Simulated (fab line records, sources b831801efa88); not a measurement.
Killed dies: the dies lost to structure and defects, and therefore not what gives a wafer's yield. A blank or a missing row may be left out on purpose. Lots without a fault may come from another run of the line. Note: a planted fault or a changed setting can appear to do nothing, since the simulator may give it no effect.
One fault through the eyes of 2 desks    flow gf180mcu    what lay behind the numbers comes last; until then each desk has only its own

DESK OF THE TOOL OWNER: pecvd-03
The tool's own readings at GF_CONTACT_CVD_02 (deposits SiO2 from TEOS, target thk 860 nm, time 95.992 s): means of the sampled wafers that have a number, for each lot that ran on this tool. A lot is out of limits, marked OUT, if its mean lies more than 4 standard deviations from the usual mean; the brackets give that distance.
Columns: A = heater power w at GF_CONTACT_CVD_02, usual 653 W; B = susceptor temp C at GF_CONTACT_CVD_02, usual 400.05 C
lot   first seen here  A    B
L884  day 15 10:34     692  400.08
L888  day 16 20:04     733  399.91
L901  day 21 21:18     651  400.09
L902  day 22 05:27     679  400.32
This desk found nothing out of limits on any of the 4 lots.

FROM THE METROLOGY DESK
What the gauges read for every lot (on any tool): the sampled wafers with a number, averaged. A lot is out of limits, marked OUT, if its mean lies more than 4 standard deviations from the usual mean; the brackets give that distance.
Columns: A = PSD_RS at GF_PSD_RS_MEAS_15, usual 108.49 ohm/sq; B = SALICIDE_TIN_THK at GF_SALICIDE_THK_MEAS_05, usual 19.59 nm; C = CONTACT_CVD_00_THK at GF_CONTACT_THK_MEAS_01, usual 300 nm; D = CONTACT_CVD_02_THK at GF_CONTACT_THK_MEAS_03, usual 858 nm
lot   first seen here  A       B      C    D
L883  day 14 08:44     108.74  19.62  301  847
L884  day 14 13:14     108.50  19.26  302  857
L885  day 14 17:52     107.99  19.34  298  858
L888  day 15 20:47     108.26  19.62  301  859
L891  day 17 09:27     108.59  19.92  297  851
L892  day 17 13:35     108.81  19.61  308  852
L894  day 18 12:49     108.26  19.11  299  858
L900  day 20 08:44     108.22  19.71  297  849
L898  day 20 09:01     108.49  19.70  301  861
L901  day 20 20:46     108.48  19.58  302  957 (+7.6) OUT
L902  day 21 05:10     108.57  19.78  301  1042 (+14) OUT
L904  day 21 12:49     108.51  19.16  297  847
Finding of this desk: L901, L902 out of limits, first seen on L901 at day 21 21:22 (CONTACT_CVD_02_THK at GF_CONTACT_THK_MEAS_03). L883, L884, L885, L888, L891, L892, L894, L900, L898, L904 stayed within limits.

TAKEN TOGETHER
At day 21 21:22 the metrology desk could have sounded an alarm, on L901, L902.
Nothing out of limits was seen by the tool owner's desk.
Tool owner's desk: L901, L902 on record, inside its limits.
GF_CONTACT_CVD_02 was run on pecvd-03 by each of the lots named.

WHAT WAS PUT IN BY THE SIMULATOR
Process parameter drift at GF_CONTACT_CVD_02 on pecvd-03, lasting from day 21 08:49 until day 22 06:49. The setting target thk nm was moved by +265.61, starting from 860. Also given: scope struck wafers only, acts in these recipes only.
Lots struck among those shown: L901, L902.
Delay in hours, fault start to first out-of-limits reading, per desk: metrology desk 13.
